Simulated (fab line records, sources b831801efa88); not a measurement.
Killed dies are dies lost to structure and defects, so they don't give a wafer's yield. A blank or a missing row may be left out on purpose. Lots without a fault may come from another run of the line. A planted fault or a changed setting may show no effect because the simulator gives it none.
fab line records | flow sky130
record lots=13 wafers=39 last_day=50
route steps=708 shown FIELD_ISO@24 VT_ADJUST_LVTN@105 VT_ADJUST_NCORE@127
lots that met no fault: from a run of the same line without faults
start_h: hours from the record's first day to the start of the lot's first wafer shown | wait_h: hours since the lot's step before | " the same as in the row above | L1.1+2: a row that stands for several wafers | - no value, or no start given | * or withheld: withheld | < > ~ a bound
route shown NAME@n: a module of which the file shows steps, and the number in the route of the first | usual: mean/standard deviation of fault-free wafers | same: alike in all rows | chamber/n: place in a boat | sites: the reading at each site | _std_site: their standard deviation | _edge_site: outer sites' mean less inner sites' | radius_mm: how far each site lies from the wafer's centre | mask NAME#n: copy n | behind: the tool/chamber that last shaped the wafer | hold: why the lot was held/for how many hours/how that ended | device: the transistor (n, p or np) that didn't switch | end of line: the same wafers' tests at the end of the route | a step without rows: its recipe alone | killed: dies lost to structure and defects at the first sort, not the wafer's yield | map: a wafer's dies, x killed, . not, _ none there
set.NAME: the setting as run; set.NAME@STEP: as run at that earlier step | model.NAME: the simulator's own value behind a step, which no gauge read
steps of the route over a sample of lots; a table a step, a row a wafer
services: from which hour (start_h, from the record's first day; less than 0 if before it) a tool's chamber was out of use, for how many hours, and why
## steps
# step SKY_FIELD_ISO_THK_MEAS_23
# recipe reads=SiO2_of_FIELD_ISO_OXIDATION_22
# usual FIELD_ISO_OXIDATION_01_THK=9.96/0.19
# columns lot.wafer tool chamber start_h wait_h FIELD_ISO_OXIDATION_01_THK[nm]
L772.3 film_metro-03 - 38.27 0.0 9.91
L772.4 " - " " 9.72
L772.6 " - " " 9.91
L773.1 film_metro-03 - 39.42 0.0 9.74
L773.4 " - " " 9.86
L773.5 " - " " 9.82
L775.2 film_metro-03 - 46.19 0.0 9.97
L775.3 " - " " 9.91
L775.6 " - " " 10.10
L776.3 film_metro-01 - 50.28 0.0 10.01
L776.4 " - " " 10.10
L776.5 " - " " 10.04
L778.2 film_metro-03 - 64.52 0.0 9.66
L778.5 " - " " 9.56
L778.6 " - " " 9.38
L786.1 film_metro-03 - 108.80 0.0 10.06
L786.3 " - " " 9.91
L786.4 " - " " 9.85
L787.2 film_metro-01 - 108.81 0.0 10.01
L787.3 " - " " 10.04
L787.6 " - " " 10.13
L788.1 film_metro-04 - 116.33 0.0 9.95
L788.2 " - " " 9.95
L788.6 " - " " 10.04
L790.2 film_metro-03 - 125.14 0.0 10.13
L790.4 " - " " 9.89
L790.6 " - " " 9.92
L791.3 film_metro-03 - 130.32 0.0 9.87
L791.4 " - " " 9.83
L791.6 " - " " 9.95
L792.2 film_metro-01 - 135.82 0.0 9.99
L792.3 " - " " 9.98
L792.5 " - " " 9.95
L793.2 film_metro-03 - 138.70 0.0 9.99
L793.3 " - " " 9.96
L793.5 " - " " 10.01
L795.1 film_metro-01 - 152.47 0.0 9.95
L795.2 " - " " 10.17
L795.4 " - " " 10.21
# step SKY_FIELD_ISO_THK_MEAS_25
# recipe reads=SiO2_of_FIELD_ISO_CVD_24
# usual FIELD_ISO_CVD_24_THK=596/6.2
# columns lot.wafer tool chamber start_h wait_h FIELD_ISO_CVD_24_THK[nm]
L772.3 film_metro-04 - 38.47 0.1 597
L772.4 " - " " 598
L772.6 " - " " 596
L773.1 film_metro-01 - 39.55 0.0 610
L773.4 " - " " 599
L773.5 " - " " 598
L775.2 film_metro-03 - 46.32 0.0 595
L775.3 " - " " 597
L775.6 " - " " 592
L776.3 film_metro-03 - 50.41 0.1 594
L776.4 " - " " 594
L776.5 " - " " 600
L778.2 film_metro-03 - 64.65 0.0 600
L778.5 " - " " 594
L778.6 " - " " 596
L786.1 film_metro-03 - 108.93 0.0 601
L786.3 " - " " 591
L786.4 " - " " 597
L787.2 film_metro-01 - 108.94 0.0 597
L787.3 " - " " 601
L787.6 " - " " 598
L788.1 film_metro-01 - 116.46 0.0 601
L788.2 " - " " 600
L788.6 " - " " 595
L790.2 film_metro-03 - 125.28 0.0 593
L790.4 " - " " 595
L790.6 " - " " 585
L791.3 film_metro-03 - 130.45 0.1 599
L791.4 " - " " 602
L791.6 " - " " 590
L792.2 film_metro-03 - 135.95 0.0 591
L792.3 " - " " 595
L792.5 " - " " 597
L793.2 film_metro-01 - 138.86 0.1 587
L793.3 " - " " 592
L793.5 " - " " 600
L795.1 film_metro-01 - 152.60 0.0 606
L795.2 " - " " 607
L795.4 " - " " 611
# step SKY_VT_ADJUST_LVTN_IMPLANT_08
# recipe species=B energy_kev=30 dose_cm2=1.57e+12 tilt_deg=withheld
# usual dose_ions_cm2=1.5699e+12/1.8e+09 faraday_current_uA=8.84/0.17
# same implant_ion_amu=11
# columns lot.wafer tool chamber start_h wait_h dose_ions_cm2 faraday_current_uA
L773.1 implanter-03 0 149.99 0.0 1.5687e+12 8.85
L773.4 " 0 " " 1.5696e+12 8.81
L773.5 " 0 " " 1.5706e+12 8.76
L772.3 implanter-03 0 151.63 0.1 1.57e+12 8.81
L772.4 " 0 " " 1.5686e+12 8.92
L772.6 " 0 " " 1.5695e+12 8.74
L775.2 implanter-03 0 156.58 0.0 2.3848e+12 13.12
L775.3 " 0 " " 2.3815e+12 13.33
L775.6 " 0 " " 2.3836e+12 13.42
L776.3 implanter-04 0 161.15 0.1 1.5672e+12 8.67
L776.4 " 0 " " 1.5636e+12 8.79
L776.5 " 0 " " 1.5659e+12 8.93
L778.2 implanter-03 0 182.00 0.0 2.3836e+12 13.77
L778.5 " 0 " " 2.386e+12 13.02
L778.6 " 0 " " 2.3831e+12 13.48
L787.2 implanter-04 0 239.30 0.0 1.569e+12 8.66
L787.3 " 0 " " 1.5712e+12 8.89
L787.6 " 0 " " 1.5694e+12 9.00
L786.1 implanter-03 0 239.74 0.0 1.5682e+12 8.85
L786.3 " 0 " " 1.5702e+12 8.83
L786.4 " 0 " " 1.5695e+12 8.89
L788.1 implanter-03 0 248.50 0.0 1.5712e+12 8.75
L788.2 " 0 " " 1.5718e+12 8.80
L788.6 " 0 " " 1.5725e+12 8.51
L790.2 implanter-01 0 262.33 0.0 1.5735e+12 9.05
L790.4 " 0 " " 1.5701e+12 9.10
L790.6 " 0 " " 1.5696e+12 8.90
L791.3 implanter-03 0 268.40 0.1 1.5697e+12 9.39
L791.4 " 0 " " 1.5725e+12 9.22
L791.6 " 0 " " 1.5715e+12 8.75
L792.2 implanter-01 0 274.03 0.0 1.5708e+12 9.21
L792.3 " 0 " " 1.5708e+12 8.71
L792.5 " 0 " " 1.5719e+12 8.62
L793.2 implanter-03 0 275.81 0.0 1.5716e+12 8.79
L793.3 " 0 " " 1.5705e+12 8.74
L793.5 " 0 " " 1.5725e+12 8.64
L795.1 implanter-03 0 290.79 0.0 1.5707e+12 8.82
L795.2 " 0 " " 1.5692e+12 8.98
L795.4 " 0 " " 1.5693e+12 9.03
# step SKY_VT_ADJUST_LVTN_TW_MEAS_10
# usual VT_ADJUST_LVTN_TW=242.6/1.2
# columns lot.wafer tool chamber start_h wait_h VT_ADJUST_LVTN_TW
L773.1 film_metro-03 - 150.24 0.1 244.2
L773.4 " - " " 242.8
L773.5 " - " " 243.1
L772.3 film_metro-04 - 151.85 0.1 240.6
L772.4 " - " " 242.1
L772.6 " - " " 240.6
L775.2 film_metro-04 - 156.81 0.1 272.7
L775.3 " - " " 271.9
L775.6 " - " " 273.3
L776.3 film_metro-02 - 161.37 0.1 243.4
L776.4 " - " " 244.6
L776.5 " - " " 244.7
L778.2 film_metro-02 - 182.24 0.1 272.2
L778.5 " - " " 271.8
L778.6 " - " " 273.6
L787.2 film_metro-02 - 239.54 0.1 244.2
L787.3 " - " " 245.2
L787.6 " - " " 244.3
L786.1 film_metro-02 - 239.99 0.1 244.6
L786.3 " - " " 243.3
L786.4 " - " " 243.8
L788.1 film_metro-02 - 248.75 0.1 241.9
L788.2 " - " " 244.0
L788.6 " - " " 242.4
L790.2 film_metro-02 - 262.56 0.1 242.1
L790.4 " - " " 242.7
L790.6 " - " " 243.1
L791.3 film_metro-03 - 268.62 0.1 242.6
L791.4 " - " " 242.5
L791.6 " - " " 241.2
L792.2 film_metro-03 - 274.26 0.1 242.7
L792.3 " - " " 242.4
L792.5 " - " " 241.5
L793.2 film_metro-04 - 276.05 0.1 241.5
L793.3 " - " " 241.9
L793.5 " - " " 240.9
L795.1 film_metro-03 - 291.04 0.1 244.0
L795.2 " - " " 242.5
L795.4 " - " " 241.9
# step SKY_VT_ADJUST_NCORE_OVL_MEAS_08
# usual VT_ADJUST_NCORE_OVL=1.4/1.4
# columns lot.wafer tool chamber start_h wait_h VT_ADJUST_NCORE_OVL[nm]
L773.1 overlay-01 - 191.47 0.1 0.9
L773.4 " - " " -1.0
L773.5 " - " " 0.3
L772.3 overlay-02 - 192.41 0.1 3.0
L772.4 " - " " 3.9
L772.6 " - " " 4.8
L775.2 overlay-01 - 197.30 0.1 3.8
L775.3 " - " " 3.2
L775.6 " - " " 1.8
L776.3 overlay-02 - 203.17 0.1 0.9
L776.4 " - " " -0.1
L776.5 " - " " 0.0
L778.2 overlay-01 - 225.62 0.1 1.8
L778.5 " - " " 0.8
L778.6 " - " " 0.7
L787.2 overlay-02 - 287.06 0.1 3.3
L787.3 " - " " 1.9
L787.6 " - " " 1.1
L786.1 overlay-02 - 287.53 0.1 0.9
L786.3 " - " " 0.4
L786.4 " - " " 0.3
L788.1 overlay-01 - 297.17 0.1 1.8
L788.2 " - " " 1.5
L788.6 " - " " 3.8
L790.2 overlay-01 - 311.68 0.1 2.6
L790.4 " - " " 2.9
L790.6 " - " " 2.7
L791.3 overlay-02 - 318.12 0.1 0.3
L791.4 " - " " 0.1
L791.6 " - " " 0.4
L792.2 overlay-02 - 324.12 0.1 1.8
L792.3 " - " " 0.1
L792.5 " - " " 1.3
L793.2 overlay-01 - 326.57 0.1 0.7
L793.3 " - " " 0.5
L793.5 " - " " 2.2
L795.1 overlay-01 - 342.92 0.1 1.7
L795.2 " - " " 0.2
L795.4 " - " " 1.5
## services
# columns tool chamber start_h hours kind
implanter-04 - 143.94 7.8 repair
implanter-03 - 152.95 3.5 repair
implanter-03 - 160.47 4.1 pm
implanter-04 - 172.24 4.9 repair
implanter-03 - 176.21 5.3 repair
implanter-01 - 204.51 7.7 pm
implanter-04 - 216.18 1.2 repair
implanter-03 - 231.58 5.6 pm
implanter-03 - 262.93 4.1 repair
implanter-01 - 265.40 5.2 pm
implanter-01 - 271.31 2.6 repair
implanter-01 - 283.41 4.1 repair
## key
first_sign step=SKY_VT_ADJUST_LVTN_IMPLANT_08 reading=dose_ions_cm2 direction=up sigmas=99+ usual=* struck=*
effect step=SKY_VT_ADJUST_LVTN_IMPLANT_08 reading=faraday_current_uA direction=up sigmas=27 usual=8.84 struck=13.36
effect step=SKY_VT_ADJUST_LVTN_TW_MEAS_10 reading=VT_ADJUST_LVTN_TW direction=up sigmas=24 usual=242.6 struck=272.6
met_at SKY_VT_ADJUST_LVTN_IMPLANT_08
struck_lots L775,L778
tester_left_out L775,L778
not_acting_at SKY_FIELD_ISO_THK_MEAS_23,SKY_FIELD_ISO_THK_MEAS_25,SKY_VT_ADJUST_NCORE_OVL_MEAS_08
onset_between 151.63 156.58
fault kind=process_parameter_drift tool=implanter-03 chamber=- onset_h=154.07 steps=SKY_VT_ADJUST_LVTN_IMPLANT_08 channel=dose_cm2 offset=* shape=step end_h=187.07 acts_in=* stated=*
# tester_left_out: of these lots the tester's yield and bins aren't shown, on N5 and GAA mostly nor the transistor test; their killed dies are dies lost to structure and defects alone, not to doping, threshold or leakage, so they don't give the yield
